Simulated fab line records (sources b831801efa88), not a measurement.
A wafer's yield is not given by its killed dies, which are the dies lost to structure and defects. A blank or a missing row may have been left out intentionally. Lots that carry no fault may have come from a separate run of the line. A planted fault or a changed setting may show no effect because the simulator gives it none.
fab line records / flow gf180mcu
record: lots: 6 wafers: 18 last-day: 33
route steps=602 shown M4@456
lots that met no fault: from a run of the same line without faults
start-h: the number of hours between the record's first day and the start of the first shown wafer of the lot / wait-h: how many hours have passed since the lot's step before this one / " identical to the entry in the row above / L1.1+2: one row covering several wafers at once / - no value, or no start given / * or withheld: withheld / < > ~ a bound
route shown NAME@n: NAME is a module with steps in the file, n the number in the route of the first one / usual: average and standard deviation across the fault-free wafers / same: alike in all rows / chamber/n: place in a boat / sites: the reading at each site / _std_site: the values' standard deviation / _edge_site: mean of outer sites minus mean of inner sites / radius-mm: for every site, how far away it sits from the centre of the wafer / mask NAME#n: copy n / behind: the tool/chamber that last shaped the wafer / hold: why the lot was held/for how many hours/how that ended / device: transistor that didn't switch, given as n, p or np / end of line: the tests these same wafers got at the end of their route / a step without rows: its recipe alone / killed: at the first sort, the dies lost to defects and structure; wafer yield is something else / map: dies across one wafer; x = killed, . = not, _ = none there
set.NAME: the run value of the setting; set.NAME@STEP: its run value at that earlier step / model.NAME: the simulator's own value behind a step, which no gauge read
lots at some steps of the route; a table a step, a row a wafer
services: the hour from which a tool's chamber was out of use, counted from the record's first day as start-h (under 0 if before that day), plus the number of hours and why
== steps ==
step: GF_M4_SPUTTER_00
recipe: material: Ti target-thk-nm: 37.5 arriving-ion-energy-ev: 80 substrate-temp-c: 200 chamber-pressure-pa: 2 power-w: 4000 time-s: 150
usual: throttle-valve-pct: 30.1/0.89
lot.wafer=L466.2 tool=pvd-sputter-03 chamber=- start-h=515.65 wait-h=0.2 throttle-valve-pct=30.6
lot.wafer=L466.3 tool=pvd-sputter-03 chamber=- start-h=515.65 wait-h=0.2 throttle-valve-pct=29.4
lot.wafer=L466.5 tool=pvd-sputter-03 chamber=- start-h=515.65 wait-h=0.2 throttle-valve-pct=30.9
lot.wafer=L467.3 tool=pvd-sputter-03 chamber=- start-h=520.60 wait-h=0.1 throttle-valve-pct=30.5
lot.wafer=L467.4 tool=pvd-sputter-03 chamber=- start-h=520.60 wait-h=0.1 throttle-valve-pct=30.9
lot.wafer=L467.5 tool=pvd-sputter-03 chamber=- start-h=520.60 wait-h=0.1 throttle-valve-pct=29.4
lot.wafer=L473.3 tool=pvd-sputter-03 chamber=- start-h=572.86 wait-h=0.1 throttle-valve-pct=29.6
lot.wafer=L473.5 tool=pvd-sputter-03 chamber=- start-h=572.86 wait-h=0.1 throttle-valve-pct=30.7
lot.wafer=L473.6 tool=pvd-sputter-03 chamber=- start-h=572.86 wait-h=0.1 throttle-valve-pct=29.3
lot.wafer=L474.1 tool=pvd-sputter-03 chamber=- start-h=578.43 wait-h=0.2 throttle-valve-pct=29.4
lot.wafer=L474.5 tool=pvd-sputter-03 chamber=- start-h=578.43 wait-h=0.2 throttle-valve-pct=29.8
lot.wafer=L474.6 tool=pvd-sputter-03 chamber=- start-h=578.43 wait-h=0.2 throttle-valve-pct=29.5
lot.wafer=L481.4 tool=pvd-sputter-02 chamber=- start-h=639.23 wait-h=0.2 throttle-valve-pct=29.2
lot.wafer=L481.5 tool=pvd-sputter-02 chamber=- start-h=639.23 wait-h=0.2 throttle-valve-pct=31.6
lot.wafer=L481.6 tool=pvd-sputter-02 chamber=- start-h=639.23 wait-h=0.2 throttle-valve-pct=29.4
lot.wafer=L484.3 tool=pvd-sputter-02 chamber=- start-h=656.22 wait-h=0.2 throttle-valve-pct=30.6
lot.wafer=L484.4 tool=pvd-sputter-02 chamber=- start-h=656.22 wait-h=0.2 throttle-valve-pct=29.1
lot.wafer=L484.6 tool=pvd-sputter-02 chamber=- start-h=656.22 wait-h=0.2 throttle-valve-pct=31.9
step: GF_M4_SPUTTER_01
recipe: material: TiN target-thk-nm: 30 power-w: 6500 time-s: 25 chamber-pressure-pa: 0.4
usual: throttle-valve-pct: 30.1/0.92
lot.wafer=L466.2 tool=pvd-sputter-03 chamber=- start-h=515.75 wait-h=0.1 throttle-valve-pct=30.6
lot.wafer=L466.3 tool=pvd-sputter-03 chamber=- start-h=515.75 wait-h=0.1 throttle-valve-pct=29.7
lot.wafer=L466.5 tool=pvd-sputter-03 chamber=- start-h=515.75 wait-h=0.1 throttle-valve-pct=31.0
lot.wafer=L467.3 tool=pvd-sputter-03 chamber=- start-h=520.70 wait-h=0.1 throttle-valve-pct=30.8
lot.wafer=L467.4 tool=pvd-sputter-03 chamber=- start-h=520.70 wait-h=0.1 throttle-valve-pct=31.3
lot.wafer=L467.5 tool=pvd-sputter-03 chamber=- start-h=520.70 wait-h=0.1 throttle-valve-pct=29.5
lot.wafer=L473.3 tool=pvd-sputter-03 chamber=- start-h=572.96 wait-h=0.1 throttle-valve-pct=29.5
lot.wafer=L473.5 tool=pvd-sputter-03 chamber=- start-h=572.96 wait-h=0.1 throttle-valve-pct=30.3
lot.wafer=L473.6 tool=pvd-sputter-03 chamber=- start-h=572.96 wait-h=0.1 throttle-valve-pct=29.5
lot.wafer=L474.1 tool=pvd-sputter-03 chamber=- start-h=578.53 wait-h=0.1 throttle-valve-pct=29.5
lot.wafer=L474.5 tool=pvd-sputter-03 chamber=- start-h=578.53 wait-h=0.1 throttle-valve-pct=29.4
lot.wafer=L474.6 tool=pvd-sputter-03 chamber=- start-h=578.53 wait-h=0.1 throttle-valve-pct=29.5
lot.wafer=L481.4 tool=pvd-sputter-02 chamber=- start-h=639.29 wait-h=0.0 throttle-valve-pct=29.2
lot.wafer=L481.5 tool=pvd-sputter-02 chamber=- start-h=639.29 wait-h=0.0 throttle-valve-pct=31.9
lot.wafer=L481.6 tool=pvd-sputter-02 chamber=- start-h=639.29 wait-h=0.0 throttle-valve-pct=29.2
lot.wafer=L484.3 tool=pvd-sputter-02 chamber=- start-h=656.32 wait-h=0.1 throttle-valve-pct=30.5
lot.wafer=L484.4 tool=pvd-sputter-02 chamber=- start-h=656.32 wait-h=0.1 throttle-valve-pct=29.0
lot.wafer=L484.6 tool=pvd-sputter-02 chamber=- start-h=656.32 wait-h=0.1 throttle-valve-pct=31.7
step: GF_M4_SPUTTER_02
recipe: material: AlCu target-thk-nm: 450 power-w: 10600 time-s: 23.9 chamber-pressure-pa: 0.4
usual: throttle-valve-pct: 30.1/0.86
lot.wafer=L466.2 tool=pvd-sputter-03 chamber=- start-h=515.78 wait-h=0.0 throttle-valve-pct=30.4
lot.wafer=L466.3 tool=pvd-sputter-03 chamber=- start-h=515.78 wait-h=0.0 throttle-valve-pct=29.7
lot.wafer=L466.5 tool=pvd-sputter-03 chamber=- start-h=515.78 wait-h=0.0 throttle-valve-pct=30.7
lot.wafer=L467.3 tool=pvd-sputter-03 chamber=- start-h=520.73 wait-h=0.0 throttle-valve-pct=30.5
lot.wafer=L467.4 tool=pvd-sputter-03 chamber=- start-h=520.73 wait-h=0.0 throttle-valve-pct=31.0
lot.wafer=L467.5 tool=pvd-sputter-03 chamber=- start-h=520.73 wait-h=0.0 throttle-valve-pct=29.6
lot.wafer=L473.3 tool=pvd-sputter-03 chamber=- start-h=572.99 wait-h=0.0 throttle-valve-pct=29.7
lot.wafer=L473.5 tool=pvd-sputter-03 chamber=- start-h=572.99 wait-h=0.0 throttle-valve-pct=30.6
lot.wafer=L473.6 tool=pvd-sputter-03 chamber=- start-h=572.99 wait-h=0.0 throttle-valve-pct=30.0
lot.wafer=L474.1 tool=pvd-sputter-03 chamber=- start-h=578.56 wait-h=0.0 throttle-valve-pct=29.3
lot.wafer=L474.5 tool=pvd-sputter-03 chamber=- start-h=578.56 wait-h=0.0 throttle-valve-pct=29.6
lot.wafer=L474.6 tool=pvd-sputter-03 chamber=- start-h=578.56 wait-h=0.0 throttle-valve-pct=29.7
lot.wafer=L481.4 tool=pvd-sputter-02 chamber=- start-h=639.32 wait-h=0.0 throttle-valve-pct=29.3
lot.wafer=L481.5 tool=pvd-sputter-02 chamber=- start-h=639.32 wait-h=0.0 throttle-valve-pct=31.4
lot.wafer=L481.6 tool=pvd-sputter-02 chamber=- start-h=639.32 wait-h=0.0 throttle-valve-pct=29.3
lot.wafer=L484.3 tool=pvd-sputter-02 chamber=- start-h=656.35 wait-h=0.0 throttle-valve-pct=30.6
lot.wafer=L484.4 tool=pvd-sputter-02 chamber=- start-h=656.35 wait-h=0.0 throttle-valve-pct=29.1
lot.wafer=L484.6 tool=pvd-sputter-02 chamber=- start-h=656.35 wait-h=0.0 throttle-valve-pct=31.6
step: GF_M4_SPUTTER_03
recipe: material: Ti target-thk-nm: 10 substrate-temp-c: 300 chamber-pressure-pa: 0.3 power-w: 3000 time-s: 6.7
usual: throttle-valve-pct: 30.1/0.88
lot.wafer=L466.2 tool=pvd-sputter-03 chamber=- start-h=515.81 wait-h=0.0 throttle-valve-pct=30.6
lot.wafer=L466.3 tool=pvd-sputter-03 chamber=- start-h=515.81 wait-h=0.0 throttle-valve-pct=29.5
lot.wafer=L466.5 tool=pvd-sputter-03 chamber=- start-h=515.81 wait-h=0.0 throttle-valve-pct=30.6
lot.wafer=L467.3 tool=pvd-sputter-03 chamber=- start-h=520.76 wait-h=0.0 throttle-valve-pct=30.7
lot.wafer=L467.4 tool=pvd-sputter-03 chamber=- start-h=520.76 wait-h=0.0 throttle-valve-pct=31.0
lot.wafer=L467.5 tool=pvd-sputter-03 chamber=- start-h=520.76 wait-h=0.0 throttle-valve-pct=29.6
lot.wafer=L473.3 tool=pvd-sputter-03 chamber=- start-h=573.02 wait-h=0.0 throttle-valve-pct=29.4
lot.wafer=L473.5 tool=pvd-sputter-03 chamber=- start-h=573.02 wait-h=0.0 throttle-valve-pct=30.8
lot.wafer=L473.6 tool=pvd-sputter-03 chamber=- start-h=573.02 wait-h=0.0 throttle-valve-pct=29.7
lot.wafer=L474.1 tool=pvd-sputter-03 chamber=- start-h=578.59 wait-h=0.0 throttle-valve-pct=29.5
lot.wafer=L474.5 tool=pvd-sputter-03 chamber=- start-h=578.59 wait-h=0.0 throttle-valve-pct=29.5
lot.wafer=L474.6 tool=pvd-sputter-03 chamber=- start-h=578.59 wait-h=0.0 throttle-valve-pct=29.8
lot.wafer=L481.4 tool=pvd-sputter-02 chamber=- start-h=639.35 wait-h=0.0 throttle-valve-pct=29.2
lot.wafer=L481.5 tool=pvd-sputter-02 chamber=- start-h=639.35 wait-h=0.0 throttle-valve-pct=32.0
lot.wafer=L481.6 tool=pvd-sputter-02 chamber=- start-h=639.35 wait-h=0.0 throttle-valve-pct=29.0
lot.wafer=L484.3 tool=pvd-sputter-02 chamber=- start-h=656.38 wait-h=0.0 throttle-valve-pct=30.2
lot.wafer=L484.4 tool=pvd-sputter-02 chamber=- start-h=656.38 wait-h=0.0 throttle-valve-pct=29.4
lot.wafer=L484.6 tool=pvd-sputter-02 chamber=- start-h=656.38 wait-h=0.0 throttle-valve-pct=31.5
step: GF_M4_SPUTTER_04
recipe: material: TiN target-thk-nm: 50 power-w: 6500 time-s: 41.7 chamber-pressure-pa: 0.4
usual: throttle-valve-pct: 30.1/0.89
lot.wafer=L466.2 tool=pvd-sputter-03 chamber=- start-h=515.83 wait-h=0.0 throttle-valve-pct=30.3
lot.wafer=L466.3 tool=pvd-sputter-03 chamber=- start-h=515.83 wait-h=0.0 throttle-valve-pct=29.6
lot.wafer=L466.5 tool=pvd-sputter-03 chamber=- start-h=515.83 wait-h=0.0 throttle-valve-pct=31.1
lot.wafer=L467.3 tool=pvd-sputter-03 chamber=- start-h=520.78 wait-h=0.0 throttle-valve-pct=30.7
lot.wafer=L467.4 tool=pvd-sputter-03 chamber=- start-h=520.78 wait-h=0.0 throttle-valve-pct=30.9
lot.wafer=L467.5 tool=pvd-sputter-03 chamber=- start-h=520.78 wait-h=0.0 throttle-valve-pct=29.7
lot.wafer=L473.3 tool=pvd-sputter-03 chamber=- start-h=573.04 wait-h=0.0 throttle-valve-pct=29.4
lot.wafer=L473.5 tool=pvd-sputter-03 chamber=- start-h=573.04 wait-h=0.0 throttle-valve-pct=30.5
lot.wafer=L473.6 tool=pvd-sputter-03 chamber=- start-h=573.04 wait-h=0.0 throttle-valve-pct=29.4
lot.wafer=L474.1 tool=pvd-sputter-03 chamber=- start-h=578.61 wait-h=0.0 throttle-valve-pct=29.3
lot.wafer=L474.5 tool=pvd-sputter-03 chamber=- start-h=578.61 wait-h=0.0 throttle-valve-pct=29.7
lot.wafer=L474.6 tool=pvd-sputter-03 chamber=- start-h=578.61 wait-h=0.0 throttle-valve-pct=29.8
lot.wafer=L481.4 tool=pvd-sputter-02 chamber=- start-h=639.38 wait-h=0.0 throttle-valve-pct=28.8
lot.wafer=L481.5 tool=pvd-sputter-02 chamber=- start-h=639.38 wait-h=0.0 throttle-valve-pct=31.6
lot.wafer=L481.6 tool=pvd-sputter-02 chamber=- start-h=639.38 wait-h=0.0 throttle-valve-pct=29.2
lot.wafer=L484.3 tool=pvd-sputter-02 chamber=- start-h=656.40 wait-h=0.0 throttle-valve-pct=30.4
lot.wafer=L484.4 tool=pvd-sputter-02 chamber=- start-h=656.40 wait-h=0.0 throttle-valve-pct=29.3
lot.wafer=L484.6 tool=pvd-sputter-02 chamber=- start-h=656.40 wait-h=0.0 throttle-valve-pct=31.9
step: GF_M4_RS_MEAS_05
recipe: thk-meas-gauge: four-point-probe reads: TiN_of_M4_SPUTTER_04+Ti_of_M4_SPUTTER_03+AlCu_of_M4_SPUTTER_02+TiN_of_M4_SPUTTER_01+Ti_of_M4_SPUTTER_00
usual: M4_ALCU_RS: 0.0698/0.00086
lot.wafer=L466.2 tool=film-metro-02 chamber=- start-h=515.89 wait-h=0.0 M4_ALCU_RS[ohm/sq]=0.0704
lot.wafer=L466.3 tool=film-metro-02 chamber=- start-h=515.89 wait-h=0.0 M4_ALCU_RS[ohm/sq]=0.0712
lot.wafer=L466.5 tool=film-metro-02 chamber=- start-h=515.89 wait-h=0.0 M4_ALCU_RS[ohm/sq]=0.0715
lot.wafer=L467.3 tool=film-metro-02 chamber=- start-h=520.86 wait-h=0.1 M4_ALCU_RS[ohm/sq]=0.0694
lot.wafer=L467.4 tool=film-metro-02 chamber=- start-h=520.86 wait-h=0.1 M4_ALCU_RS[ohm/sq]=0.0703
lot.wafer=L467.5 tool=film-metro-02 chamber=- start-h=520.86 wait-h=0.1 M4_ALCU_RS[ohm/sq]=0.0699
lot.wafer=L473.3 tool=film-metro-02 chamber=- start-h=573.12 wait-h=0.1 M4_ALCU_RS[ohm/sq]=0.0713
lot.wafer=L473.5 tool=film-metro-02 chamber=- start-h=573.12 wait-h=0.1 M4_ALCU_RS[ohm/sq]=0.0702
lot.wafer=L473.6 tool=film-metro-02 chamber=- start-h=573.12 wait-h=0.1 M4_ALCU_RS[ohm/sq]=0.0712
lot.wafer=L474.1 tool=film-metro-03 chamber=- start-h=578.65 wait-h=0.0 M4_ALCU_RS[ohm/sq]=0.0692
lot.wafer=L474.5 tool=film-metro-03 chamber=- start-h=578.65 wait-h=0.0 M4_ALCU_RS[ohm/sq]=0.0692
lot.wafer=L474.6 tool=film-metro-03 chamber=- start-h=578.65 wait-h=0.0 M4_ALCU_RS[ohm/sq]=0.0698
lot.wafer=L481.4 tool=film-metro-02 chamber=- start-h=639.46 wait-h=0.1 M4_ALCU_RS[ohm/sq]=0.0704
lot.wafer=L481.5 tool=film-metro-02 chamber=- start-h=639.46 wait-h=0.1 M4_ALCU_RS[ohm/sq]=0.0693
lot.wafer=L481.6 tool=film-metro-02 chamber=- start-h=639.46 wait-h=0.1 M4_ALCU_RS[ohm/sq]=0.0705
lot.wafer=L484.3 tool=film-metro-02 chamber=- start-h=656.48 wait-h=0.1 M4_ALCU_RS[ohm/sq]=0.0702
lot.wafer=L484.4 tool=film-metro-02 chamber=- start-h=656.48 wait-h=0.1 M4_ALCU_RS[ohm/sq]=0.0693
lot.wafer=L484.6 tool=film-metro-02 chamber=- start-h=656.48 wait-h=0.1 M4_ALCU_RS[ohm/sq]=0.0691
step: GF_M4_THK_MEAS_06
recipe: thk-meas-gauge: xrf reads: AlCu_of_M4_SPUTTER_02
usual: M4_ALCU_THK: 457/6.3
lot.wafer=L466.2 tool=film-metro-02 chamber=- start-h=516.00 wait-h=0.1 M4_ALCU_THK[nm]=456
lot.wafer=L466.3 tool=film-metro-02 chamber=- start-h=516.00 wait-h=0.1 M4_ALCU_THK[nm]=451
lot.wafer=L466.5 tool=film-metro-02 chamber=- start-h=516.00 wait-h=0.1 M4_ALCU_THK[nm]=448
lot.wafer=L467.3 tool=film-metro-02 chamber=- start-h=520.96 wait-h=0.1 M4_ALCU_THK[nm]=463
lot.wafer=L467.4 tool=film-metro-02 chamber=- start-h=520.96 wait-h=0.1 M4_ALCU_THK[nm]=455
lot.wafer=L467.5 tool=film-metro-02 chamber=- start-h=520.96 wait-h=0.1 M4_ALCU_THK[nm]=460
lot.wafer=L473.3 tool=film-metro-02 chamber=- start-h=573.22 wait-h=0.1 M4_ALCU_THK[nm]=449
lot.wafer=L473.5 tool=film-metro-02 chamber=- start-h=573.22 wait-h=0.1 M4_ALCU_THK[nm]=455
lot.wafer=L473.6 tool=film-metro-02 chamber=- start-h=573.22 wait-h=0.1 M4_ALCU_THK[nm]=451
lot.wafer=L474.1 tool=film-metro-03 chamber=- start-h=578.77 wait-h=0.1 M4_ALCU_THK[nm]=461
lot.wafer=L474.5 tool=film-metro-03 chamber=- start-h=578.77 wait-h=0.1 M4_ALCU_THK[nm]=460
lot.wafer=L474.6 tool=film-metro-03 chamber=- start-h=578.77 wait-h=0.1 M4_ALCU_THK[nm]=460
lot.wafer=L481.4 tool=film-metro-02 chamber=- start-h=639.55 wait-h=0.1 M4_ALCU_THK[nm]=455
lot.wafer=L481.5 tool=film-metro-02 chamber=- start-h=639.55 wait-h=0.1 M4_ALCU_THK[nm]=465
lot.wafer=L481.6 tool=film-metro-02 chamber=- start-h=639.55 wait-h=0.1 M4_ALCU_THK[nm]=452
lot.wafer=L484.3 tool=film-metro-02 chamber=- start-h=656.58 wait-h=0.1 M4_ALCU_THK[nm]=460
lot.wafer=L484.4 tool=film-metro-02 chamber=- start-h=656.58 wait-h=0.1 M4_ALCU_THK[nm]=463
lot.wafer=L484.6 tool=film-metro-02 chamber=- start-h=656.58 wait-h=0.1 M4_ALCU_THK[nm]=467
step: GF_M4_DEHYDRATE_07
recipe: temp-c: 200 time-s: 60
step: GF_M4_HMDS_08
recipe: prime-time-s: 60 prime-temp-c: 120
step: GF_M4_COAT_09
recipe: resist: KrF spin-rpm: withheld resist-thk-nm: 1000
step: GF_M4_SOFTBAKE_10
recipe: temp-c: 130 time-s: 60 resist: KrF
step: GF_M4_EXPOSE_11
recipe: mask-id: Metal4 target-cd-nm: 280 na: 0.68 source-shape: conventional sigma-outer: 0.6 dose-mj: 28
step: GF_M4_PEB_12
recipe: peb-temp-c: 135 peb-time-s: 90 resist: KrF
usual: chill-plate-temp-C: 22.98/0.13 exhaust-pa: 45.1/0.87 peb-time-s: 90/0
lot.wafer=L466.2 tool=litho-track-03 chamber=0 start-h=537.71 wait-h=- chill-plate-temp-C=23.27 exhaust-pa=46.0 peb-time-s=90
lot.wafer=L466.3 tool=litho-track-03 chamber=0 start-h=537.71 wait-h=- chill-plate-temp-C=23.07 exhaust-pa=46.0 peb-time-s=90
lot.wafer=L466.5 tool=litho-track-03 chamber=0 start-h=537.71 wait-h=- chill-plate-temp-C=23.24 exhaust-pa=46.8 peb-time-s=90
lot.wafer=L467.3 tool=litho-track-02 chamber=0 start-h=543.00 wait-h=- chill-plate-temp-C=22.85 exhaust-pa=45.6 peb-time-s=90
lot.wafer=L467.4 tool=litho-track-02 chamber=0 start-h=543.00 wait-h=- chill-plate-temp-C=23.02 exhaust-pa=44.0 peb-time-s=90
lot.wafer=L467.5 tool=litho-track-02 chamber=0 start-h=543.00 wait-h=- chill-plate-temp-C=22.73 exhaust-pa=43.7 peb-time-s=90
lot.wafer=L473.3 tool=litho-track-03 chamber=- start-h=593.44 wait-h=- chill-plate-temp-C=- exhaust-pa=- peb-time-s=-
lot.wafer=L473.5 tool=litho-track-03 chamber=- start-h=593.44 wait-h=- chill-plate-temp-C=- exhaust-pa=- peb-time-s=-
lot.wafer=L473.6 tool=litho-track-03 chamber=- start-h=593.44 wait-h=- chill-plate-temp-C=- exhaust-pa=- peb-time-s=-
lot.wafer=L474.1 tool=litho-track-02 chamber=- start-h=599.33 wait-h=- chill-plate-temp-C=- exhaust-pa=- peb-time-s=-
lot.wafer=L474.5 tool=litho-track-02 chamber=- start-h=599.33 wait-h=- chill-plate-temp-C=- exhaust-pa=- peb-time-s=-
lot.wafer=L474.6 tool=litho-track-02 chamber=- start-h=599.33 wait-h=- chill-plate-temp-C=- exhaust-pa=- peb-time-s=-
lot.wafer=L481.4 tool=litho-track-04 chamber=0 start-h=658.57 wait-h=- chill-plate-temp-C=22.95 exhaust-pa=44.4 peb-time-s=90
lot.wafer=L481.5 tool=litho-track-04 chamber=0 start-h=658.57 wait-h=- chill-plate-temp-C=22.87 exhaust-pa=45.7 peb-time-s=90
lot.wafer=L481.6 tool=litho-track-04 chamber=0 start-h=658.57 wait-h=- chill-plate-temp-C=22.90 exhaust-pa=44.4 peb-time-s=90
lot.wafer=L484.3 tool=litho-track-03 chamber=0 start-h=675.19 wait-h=- chill-plate-temp-C=22.79 exhaust-pa=44.1 peb-time-s=90
lot.wafer=L484.4 tool=litho-track-03 chamber=0 start-h=675.19 wait-h=- chill-plate-temp-C=23.07 exhaust-pa=43.0 peb-time-s=90
lot.wafer=L484.6 tool=litho-track-03 chamber=0 start-h=675.19 wait-h=- chill-plate-temp-C=22.85 exhaust-pa=44.1 peb-time-s=90
step: GF_M4_DEVELOP_13
recipe: develop-time-s: 60 dev-temp-c: 21
== services ==
tool=pvd-sputter-03 chamber=- start-h=504.02 hours=0.9 kind=repair
== key ==
first-sign: step: GF_M4_PEB_12 reading: tool-record direction: missing
effect none on later readings
met-at GF_M4_PEB_12
struck-wafers L473.3,L473.5,L473.6,L474.1,L474.5,L474.6
later-rows-left-out L473.3,L473.5,L473.6,L474.1,L474.5,L474.6
sort-left-out L473.3,L473.5,L473.6,L474.1,L474.5,L474.6
onset-between 543.00 593.44
fault: kind: skipped-step-whole tool: litho-track-02,litho-track-03 chamber: - onset-h: 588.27 steps: GF_M4_PEB_12 scope: struck-lots-only
sort-left-out: the simulated sort isn't trusted on such a fault, so these wafers' sort isn't shown, and their yield isn't known
later-rows-left-out: the simulator's readings of these wafers behind a module that went badly wrong aren't trusted and aren't shown, but for the sort
